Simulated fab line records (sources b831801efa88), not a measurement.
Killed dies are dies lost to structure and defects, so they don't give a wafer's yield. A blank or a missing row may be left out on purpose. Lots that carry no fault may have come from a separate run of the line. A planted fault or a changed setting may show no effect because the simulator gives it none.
Chamber matching ; flow gf180mcu ; GF_HV_LDD_ETCHBACK_58 on rieDiel-02: 3 sister chambers
The step etches Si3N4 in CH3F/O2, stops on SiO2, time 100 s, target depth 90 nm. 6 wafers are shown with their chamber, then 7 later ones without.

EACH WAFER AND ITS CHAMBER
wafer;chamber;drypumpMotorCurrentA (A);oesProductAu (a.u.)
L081.1;1;5.6;0.839
L081.2;2;5.1;0.841
L082.2;2;5.1;0.844
L082.3;1;5.7;0.841
L082.4;3;4.8;0.829
L086.1;3;4.8;0.837

WAFERS WITHOUT THEIR CHAMBER
wafer;drypumpMotorCurrentA (A);oesProductAu (a.u.)
L086.3;5.1;0.842
L086.6;4.8;0.837
L091.1;5.7;0.841
L091.5;4.9;0.842
L091.6;5.1;0.843
L095.3;5.7;0.838
L095.4;4.8;0.832

WHICH CHAMBER EACH ONE RAN IN
wafer;from the rows above;in truth
L086.3;2;2
L086.6;3;3
L091.1;1;1
L091.5;can't be placed: 3 or 2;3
L091.6;2;2
L095.3;1;1
L095.4;3;3
Correct placement for 6 of the 7. Cannot be placed on the basis of these rows: 1; the candidates contain the true chamber in 1. Placed wrongly: 0.
How it was worked out, from the rows above alone: a wafer's distance from a chamber is the root of the sum, over the readings, of the square of ((its reading less the chamber's mean) divided by the reading's scatter). The wafer belongs to the nearest chamber; if the next one is less than 2 further off, it can't be placed. The mean given for a chamber averages the wafers shown for that chamber. The scatter: take each reading less its chamber's mean, square it, sum over the shown wafers, divide by the number of wafers less the number of chambers, and take the root.
